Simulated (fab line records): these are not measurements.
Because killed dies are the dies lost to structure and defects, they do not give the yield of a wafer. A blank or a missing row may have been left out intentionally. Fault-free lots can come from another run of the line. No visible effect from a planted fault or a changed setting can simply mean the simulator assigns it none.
fab line records	flow sky130
[record] lots = 4	wafers = 12	last_day = 50
route steps=708 shown GATE_OXIDE@192 POLY_GATE@204 RES_PROTECT@206 PAD_OPEN@708
lots that met no fault: from a run of the same line without faults
start_h: hours from the record's opening day to when the first of the lot's shown wafers began	wait_h: time in hours since the lot's previous step	" same as the row above	L1.1+2: a single row standing in for several wafers	- no value, or no start given	* or withheld: withheld	< > ~ a bound
route shown NAME@n: a module of which the file shows steps, and the number in the route of the first	usual: average and standard deviation across the fault-free wafers	same: alike in all rows	chamber/n: place in a boat	sites: readings site by site	_std_site: how widely they spread, as a standard deviation	_edge_site: mean of outer sites minus mean of inner sites	radius_mm: for every site, how far away it sits from the centre of the wafer	mask NAME#n: copy n	behind: the tool/chamber that last shaped the wafer	hold: what put the lot on hold/how long, in hours/how the hold closed	device: which transistor (n, p or np) failed to switch	end of line: at the end of the route, the tests of the same wafers	where a step has no rows: the recipe by itself	killed: the dies lost at the first sort to structure and to defects; this is not the yield of the wafer	map: dies across one wafer; x = killed, . = not, _ = none there
set.NAME: the run value of the setting; set.NAME@STEP: its run value at that earlier step	model.NAME: the simulator's own value behind a step, which no gauge read
a table for each step, a row for each wafer; lots at some steps of the route
services: from which hour (start_h, from the record's first day; less than 0 if before it) a tool's chamber was out of use, for how many hours, and why
[[steps]]
[step SKY_GATE_OXIDE_COAT_05]
[recipe] resist = NOVOLAK	spin_rpm = 3000	resist_thk_nm = 1140
[step SKY_GATE_OXIDE_SOFTBAKE_06]
[recipe] temp_c = 90	time_s = 60	resist = NOVOLAK
[step SKY_GATE_OXIDE_EXPOSE_07]
[recipe] mask_id = LVOM	na = 0.6	source_shape = conventional	sigma_outer = 0.6	polarization = unpolarized	target_cd_nm = 600	dose_mj = 170
[step SKY_GATE_OXIDE_PEB_08]
[recipe] temp_c = withheld	time_s = *	resist = NOVOLAK
[step SKY_GATE_OXIDE_DEVELOP_09]
[recipe] resist = NOVOLAK	developer = TMAH	develop_time_s = 60	dev_temp_c = 23
[step SKY_GATE_OXIDE_IMPLANT_11]
[recipe] species = B	energy_kev = 10	dose_cm2 = 2.6e+12	tilt_deg = withheld
[step SKY_GATE_OXIDE_WET_ETCH_12]
[recipe] chemistry = dHF	target_depth_nm = 16.8	dry = n2_spin	target = SiO2	dilution = 100:1	temp_c = 25	time_s = 336
[step SKY_GATE_OXIDE_STRIP_13]
[recipe] chemistry = O2/N2	power_w = 1400	pressure_mtorr = 1500	platen_temp_c = withheld	o2_flow_sccm = 3000	n2_flow_sccm = 300	overash_fraction = 0.5
[step SKY_GATE_OXIDE_CLEAN_15]
[recipe] chemistry = SC1/SC2	mix = 1:4:20	temp_c = 70	time_s = 150	dry = n2_spin
[step SKY_GATE_OXIDE_OXIDATION_16]
[recipe] temp_c = 800	ambient = O2	idle_temp_c = 700	ramp_up_c_per_min = 10	ramp_down_c_per_min = 3	stabilise_s = 600	purge_s = 300	target_thk_a = 35.7	ox_time_s = 1915
[step SKY_POLY_GATE_CVD_00]
[recipe] material = poly-Si	target_thk_nm = 180	temp_c = 620	time_s = 720	pressure_mtorr = 200
[usual] pressure_mtorr = 199.9/0.34	spike_tc_lower_C = 620.7/1.1	zone_power_bottom_pct = 13.7/0.54	zone_power_upper_pct = 9.3/0.41
lot.wafer	tool	chamber	start_h	wait_h	pressure_mtorr	spike_tc_lower_C	zone_power_bottom_pct	zone_power_upper_pct	model.poly-Si_of_POLY_GATE_CVD_00.thk_nm
L504.2	lpcvd-01	1	381.70	0.0	199.8	619.5	13.2	9.6	180.6
L504.4	"	1	"	"	200.2	620.6	13.2	9.8	179.9
L504.6	"	1	"	"	200.3	622.6	13.2	9.6	181.8
L506.1	lpcvd-01	0	404.18	0.0	199.5	623.1	14.3	9.0	180.1
L506.5	"	0	"	"	199.8	621.7	14.0	8.8	180.5
L506.6	"	0	"	"	199.5	622.2	14.3	8.8	181.2
L518.1	lpcvd-01	0	500.33	0.0	199.5	621.3	14.4	8.9	157
L518.5	"	0	"	"	200.1	621.0	14.2	8.8	156.6
L518.6	"	0	"	"	199.8	621.2	14.3	9.2	157.6
L519.1	lpcvd-01	0	506.13	0.0	200.2	620.8	14.1	8.8	158.1
L519.3	"	0	"	"	200.5	621.1	14.2	8.9	158.1
L519.5	"	0	"	"	199.9	622.5	14.2	8.9	157.8
[step SKY_POLY_GATE_THK_MEAS_01]
[recipe] reads = poly-Si_of_POLY_GATE_CVD_00
[usual] POLY_GATE_CVD_00_THK = 179.4/1.4
lot.wafer	tool	chamber	start_h	wait_h	POLY_GATE_CVD_00_THK[nm]
L504.2	film_metro-01	-	382.91	0.0	180.6
L504.4	"	-	"	"	179.8
L504.6	"	-	"	"	181.6
L506.1	film_metro-01	-	405.38	0.0	180.2
L506.5	"	-	"	"	180.4
L506.6	"	-	"	"	181.2
L518.1	film_metro-01	-	501.53	0.0	157.0
L518.5	"	-	"	"	156.5
L518.6	"	-	"	"	157.6
L519.1	film_metro-03	-	507.33	0.0	158.0
L519.3	"	-	"	"	158.1
L519.5	"	-	"	"	157.8
[step SKY_RES_PROTECT_DEHYDRATE_00]
[recipe] temp_c = 200	time_s = 60
[step SKY_RES_PROTECT_HMDS_01]
[recipe] prime_time_s = 60	prime_temp_c = 120
[step SKY_RES_PROTECT_COAT_02]
[recipe] resist = NOVOLAK	spin_rpm = 3000	resist_thk_nm = 1140
[step SKY_RES_PROTECT_SOFTBAKE_03]
[recipe] temp_c = 90	time_s = 60	resist = NOVOLAK
[step SKY_RES_PROTECT_EXPOSE_04]
[recipe] mask_id = RPM	na = 0.6	source_shape = conventional	sigma_outer = 0.6	polarization = unpolarized	target_cd_nm = 1270	dose_mj = 131
[step SKY_RES_PROTECT_PEB_05]
[recipe] temp_c = withheld	time_s = *	resist = NOVOLAK
[step SKY_RES_PROTECT_DEVELOP_06]
[recipe] resist = NOVOLAK	developer = TMAH	develop_time_s = 60	dev_temp_c = 23
[step SKY_POLY_GATE_IMPLANT_02]
[recipe] species = P	energy_kev = 30	dose_cm2 = 7.7e+15	tilt_deg = 0
[step SKY_RES_PROTECT_STRIP_07]
[recipe] chemistry = O2/N2	power_w = 1400	pressure_mtorr = 1500	platen_temp_c = withheld	o2_flow_sccm = 3000	n2_flow_sccm = 300	overash_fraction = 0.5
[step SKY_RES_PROTECT_CLEAN_09]
[recipe] chemistry = SC1/SC2	mix = 1:4:20	temp_c = 70	time_s = 150	dry = n2_spin
lot.wafer	tool	chamber	start_h	wait_h	model.poly-Si_of_POLY_GATE_CVD_00.thk_nm
L504.2	wet_bench-03	2	411.98	0.0	180
L504.4	"	2	"	"	179.2
L504.6	"	2	"	"	181.1
L506.1	wet_bench-01	2	434.86	0.1	179.4
L506.5	"	2	"	"	179.8
L506.6	"	2	"	"	180.6
L518.1	wet_bench-02	3	530.92	0.1	156.4
L518.5	"	3	"	"	156
L518.6	"	3	"	"	157
L519.1+3	wet_bench-03	0	537.66	0.1	157.5
L519.5	"	0	"	"	157.2
[step SKY_POLY_GATE_CVD_03]
[recipe] material = Si3N4	precursor = DCS/NH3	target_thk_nm = 75	temp_c = 770	time_s = 1290	pressure_mtorr = 250
[step SKY_POLY_GATE_DEHYDRATE_05]
[recipe] temp_c = 200	time_s = 60
[step SKY_POLY_GATE_HMDS_06]
[recipe] prime_time_s = 60	prime_temp_c = 120
[step SKY_POLY_GATE_COAT_07]
[recipe] resist = BARC	temp_c = withheld	time_s = withheld	spin_rpm = 3000	resist_thk_nm = 110
[step SKY_POLY_GATE_COAT_08]
[recipe] resist = KrF-thick	spin_rpm = 3000	resist_thk_nm = 450
[step SKY_POLY_GATE_SOFTBAKE_09]
[recipe] temp_c = 100	time_s = 90	resist = KrF-thick
[step SKY_POLY_GATE_EXPOSE_10]
[recipe] mask_id = P1M	na = 0.68	source_shape = conventional	sigma_outer = 0.6	target_cd_nm = 150	dose_mj = 28
[step SKY_POLY_GATE_PEB_11]
[recipe] peb_temp_c = withheld	peb_time_s = withheld	resist = KrF-thick
[step SKY_POLY_GATE_DEVELOP_12]
[recipe] develop_time_s = 60	resist = KrF-thick	dev_temp_c = 21
[step SKY_POLY_GATE_ETCH_15]
[recipe] chemistry = N2/H2	target = BARC	ion_energy_ev = 200	source_w = 500	bias_w = 100	pressure_mtorr = 30	n2_flow_sccm = 100	h2_flow_sccm = 200	stop_on = SiO2	time_s = 118.5	target_depth_a = 1100
[step SKY_POLY_GATE_ETCH_16]
[recipe] stop_on = poly-Si	chemistry = CH3F/O2	target = Si3N4	source_w = 400	bias_w = 80	pressure_mtorr = 25	ch3f_flow_sccm = 40	O2_flow_sccm = 30	time_s = 147.5	target_depth_a = 750
[step SKY_POLY_GATE_ETCH_17]
[recipe] target_depth_nm = 180	stop_on = SiO2	over_etch_frac = 0.56667	chemistry = HBr/Cl2	target = poly-Si	icp_w = 400	bias_w = 100	pressure_mtorr = 10	HBr_flow_sccm = 150	Cl2_flow_sccm = 50	time_s = 70.5
[usual] HBr_flow_sccm = 149.9/0.46	drypump_motor_current_A = 5.7/0.49	he_backside_leak_sccm = 2.75/0.25	oes_product_au = 0.984/0.0079	throttle_valve_pct = 33.684/0.0087
lot.wafer	tool	chamber	start_h	wait_h	HBr_flow_sccm	drypump_motor_current_A	he_backside_leak_sccm	oes_product_au	rf_hours_counter_h	throttle_valve_pct	model.etch.depth_nm	model.POLY_GATE.feature_depth_nm
L504.2	rie_si-01	0	444.44	0.0	150.0	6.0	2.73	0.978	2	33.675	175.4	175.4
L504.4	"	1	"	"	150.1	5.7	2.98	0.980	6	33.686	178.4	178.4
L504.6	"	1	"	"	149.6	5.7	2.76	0.992	-	33.684	179.8	179.9
L506.1	rie_si-02	0	468.24	0.0	150.0	5.4	2.59	0.990	30	33.686	179.4	179.4
L506.5	"	1	"	"	150.7	6.0	2.75	0.993	-	33.686	179.7	179.7
L506.6	"	2	"	"	149.8	5.6	2.94	0.992	-	33.684	179.5	179.5
L518.1	rie_si-02	0	563.74	0.0	151.1	5.4	2.64	0.904	30	33.684	156.4	156.4
L518.5	"	2	"	"	150.0	5.7	2.93	0.897	-	33.689	156	156
L518.6	"	3	"	"	149.2	6.1	2.37	0.908	-	33.685	157	157
L519.1	rie_si-01	1	570.41	0.0	150.1	5.7	2.84	0.903	7	33.681	157.5	157.5
L519.3	"	3	"	"	149.7	4.7	2.80	0.901	1	33.686	157.5	157.5
L519.5	"	0	"	"	150.2	6.0	2.77	0.901	-	33.678	157.2	157.2
[step SKY_POLY_GATE_STRIP_18]
[recipe] chemistry = O2/N2	power_w = 1400	pressure_mtorr = 1500	platen_temp_c = withheld	o2_flow_sccm = 3000	n2_flow_sccm = 300	overash_fraction = 0.5
[step SKY_PAD_OPEN_PROBE_99]
[usual] killed_at_M0_to_M3 = 41/6.2	killed_at_M4_up = 3.0/1.7	killed_at_contacts = 25/5.8	killed_at_front_end = 16/4.5	killed_at_other = 0.2/0.42	killed_dies = 85/8.4	killed_open = 46/5.9	killed_short = 39/6.3
[same] gross_dies = 492	killed_at_back_side = 0
lot.wafer	tool	chamber	start_h	wait_h	killed_at_M0_to_M3	killed_at_M4_up	killed_at_contacts	killed_at_front_end	killed_at_other	killed_dies	killed_open	killed_short	model.etest.res_high_po.line_ohm_um	model.etest.res_poly.line_ohm_um	model.etest.res_high_po.rs_ohm_sq	model.etest.licon_high_po.rc_ohm	model.etest.cap_li_to_poly.c_af_um2	model.etest.res_poly.rs_ohm_sq
L504.2	prober-02	-	1127.92	0.1	36	3	16	14	0	69	37	32	755	497.9	265.4	364.7	96.52	48.53
L504.4	prober-02	-	1128.02	0.2	35	5	25	15	0	80	52	28	752.1	503.6	264.2	353.4	99.57	49.13
L504.6	prober-02	-	1128.12	0.2	28	2	23	18	1	72	37	35	759.2	524.3	265.7	355.6	102.2	48.47
L506.1	prober-02	-	1142.77	0.1	37	2	24	11	0	74	43	31	725	518.5	254	325.2	103.8	47.72
L506.5	prober-02	-	1142.97	0.2	54	3	16	11	1	85	50	35	709.2	498.3	249.7	335.1	100.3	47.21
L506.6	prober-02	-	1143.02	0.2	46	2	22	17	0	87	42	45	720.9	498.2	253.3	324.2	102	46.74
L518.1	prober-02	-	1197.34	0.1	51	1	29	11	0	92	41	51	827.6	564.3	285.9	316.4	96.23	53.39
L518.5	prober-02	-	1197.54	0.2	39	3	23	21	0	86	43	42	815.8	613.5	276.5	314.9	90.02	52.24
L518.6	prober-02	-	1197.59	0.2	46	2	29	16	1	94	50	42	806.5	592	278	326.6	90.85	51.56
L519.1	prober-01	-	1202.81	0.1	35	0	30	8	0	73	44	29	798	561.5	281.6	317.1	94.23	52.61
L519.3	prober-01	-	1202.91	0.2	44	1	34	18	0	97	48	48	825.2	597.1	289.4	341.7	91.91	53.88
L519.5	prober-01	-	1203.01	0.2	55	1	22	13	0	91	43	48	811.9	587.4	281.4	325.1	95.26	52.8
// killed by level:class
L504.2 VIA1:geometric_particle:open=11 FIELD_ISO:geometric_particle:short=5 FIELD_ISO:geometric_particle:open=4 CONTACT:geometric_particle:short=4 VIA2:geometric_particle:open=4 LI_CONTACT:geometric_particle:open=4 VIA3:geometric_particle:open=4 LOCAL_INTERCONNECT:geometric_particle:short=3
L504.4 VIA1:geometric_particle:open=9 CONTACT:geometric_particle:short=7 CONTACT:geometric_particle:open=7 VIA2:geometric_particle:open=7 FIELD_ISO:geometric_particle:open=6 LI_CONTACT:geometric_particle:open=5 VIA3:geometric_particle:open=5 POLY_GATE:geometric_particle:open=3
L504.6 CONTACT:geometric_particle:open=11 VIA2:geometric_particle:open=6 FIELD_ISO:geometric_particle:short=5 POLY_GATE:geometric_particle:short=5 METAL1:geometric_particle:short=5 FIELD_ISO:geometric_particle:open=4 LOCAL_INTERCONNECT:geometric_particle:short=4 METAL2:geometric_particle:short=4
L506.1 VIA1:geometric_particle:open=9 VIA3:geometric_particle:open=8 LI_CONTACT:geometric_particle:open=7 CONTACT:geometric_particle:open=7 CONTACT:geometric_particle:short=6 METAL1:geometric_particle:short=3 VIA1:geometric_particle:short=3 VIA2:geometric_particle:open=3
L506.5 VIA3:geometric_particle:open=15 VIA1:geometric_particle:open=11 CONTACT:geometric_particle:open=8 VIA2:geometric_particle:open=8 METAL2:geometric_particle:short=5 METAL3:geometric_particle:short=4 POLY_GATE:geometric_particle:short=3 LOCAL_INTERCONNECT:geometric_particle:short=3
L506.6 CONTACT:geometric_particle:open=11 VIA1:geometric_particle:open=9 METAL1:geometric_particle:short=6 VIA2:geometric_particle:open=6 POLY_GATE:geometric_particle:short=5 CONTACT:geometric_particle:short=5 VIA2:geometric_particle:short=5 VIA3:geometric_particle:open=5
L518.1 CONTACT:geometric_particle:open=10 METAL2:geometric_particle:short=9 VIA3:geometric_particle:open=9 FIELD_ISO:geometric_particle:short=7 METAL1:geometric_particle:short=7 VIA1:geometric_particle:open=7 CONTACT:geometric_particle:short=6 LI_CONTACT:geometric_particle:open=5
L518.5 CONTACT:geometric_particle:open=8 METAL1:geometric_particle:short=7 VIA1:geometric_particle:open=7 FIELD_ISO:geometric_particle:short=6 FIELD_ISO:geometric_particle:open=5 LOCAL_INTERCONNECT:geometric_particle:short=5 POLY_GATE:geometric_particle:open=5 LI_CONTACT:geometric_particle:open=5
L518.6 CONTACT:geometric_particle:open=12 VIA1:geometric_particle:open=11 LI_CONTACT:geometric_particle:short=6 VIA2:geometric_particle:open=6 FIELD_ISO:geometric_particle:short=5 POLY_GATE:geometric_particle:open=5 LOCAL_INTERCONNECT:geometric_particle:short=5 VIA3:geometric_particle:open=5
L519.1 LI_CONTACT:geometric_particle:open=10 VIA1:geometric_particle:open=8 CONTACT:geometric_particle:open=7 VIA3:geometric_particle:open=7 CONTACT:geometric_particle:short=6 VIA2:geometric_particle:open=6 FIELD_ISO:geometric_particle:short=5 METAL1:geometric_particle:short=5
L519.3 CONTACT:geometric_particle:open=13 VIA1:geometric_particle:open=10 LOCAL_INTERCONNECT:geometric_particle:short=10 METAL1:geometric_particle:short=8 LI_CONTACT:geometric_particle:open=7 METAL2:geometric_particle:short=7 FIELD_ISO:geometric_particle:open=6 VIA1:geometric_particle:short=4
L519.5 VIA1:geometric_particle:open=14 LI_CONTACT:geometric_particle:short=7 VIA3:geometric_particle:open=7 METAL1:geometric_particle:short=7 METAL2:geometric_particle:short=7 VIA2:geometric_particle:open=7 POLY_GATE:geometric_particle:short=6 LOCAL_INTERCONNECT:geometric_particle:short=6
[[services]]
tool	chamber	start_h	hours	kind
rie_si-02	2	370.46	6.2	repair
rie_si-02	2	378.73	21.0	repair
rie_si-01	3	391.84	3.4	repair
rie_si-02	-	393.68	4.8	repair
lpcvd-01	-	403.55	0.5	repair
wet_bench-03	-	415.58	67.6	pm
lpcvd-01	-	422.45	0.9	repair
lpcvd-01	-	443.87	1.0	repair
rie_si-02	1	462.07	3.4	repair
rie_si-01	3	489.45	4.4	repair
rie_si-02	3	492.81	-	clean
rie_si-02	3	492.81	26.8	scheduled_down
rie_si-02	3	492.81	26.8	vent_cycle
[[key]]
[first_sign] step = SKY_POLY_GATE_THK_MEAS_01	reading = POLY_GATE_CVD_00_THK	direction = down	sigmas = 16	usual = 179.4	struck = 157.5
[effect] step = SKY_POLY_GATE_ETCH_17	reading = oes_product_au	direction = down	sigmas = 10	usual = 0.984	struck = 0.902	through = control_loop
[model_effect] step = SKY_POLY_GATE_CVD_00	value = poly-Si_of_POLY_GATE_CVD_00.thk_nm	without = 179.7	struck = 157.6
[model_effect] step = SKY_RES_PROTECT_CLEAN_09	value = poly-Si_of_POLY_GATE_CVD_00.thk_nm	without = 179.1	struck = 156.9
[model_effect] step = SKY_POLY_GATE_ETCH_17	value = etch.depth_nm	without = 177	struck = 156.9
[model_effect] step = SKY_PAD_OPEN_PROBE_99	value = etest.res_high_po.line_ohm_um	without = 749.3	struck = 814.2
met_at SKY_POLY_GATE_CVD_00
struck_wafers L518.1,L518.5,L518.6,L519.1,L519.3,L519.5
tester_left_out L518,L519
[loop_trim] step = SKY_POLY_GATE_EXPOSE_10	setting = dose	lots = L519
onset_between 404.18 500.33
also_fits time
[fault] kind = process_parameter_drift	tool = lpcvd-01	chamber = -	onset_h = 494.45	steps = SKY_POLY_GATE_CVD_00	channel = target_thk_nm	offset = -22.163	shape = step	end_h = 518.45	stated = 180
// tester_left_out: of these lots the tester's yield and bins aren't shown, on N5 and GAA mostly nor the transistor test; their killed dies are dies lost to structure and defects alone, not to doping, threshold or leakage, so they don't give the yield
// loop_trim: a control loop set the setting to another value than it would have without faults
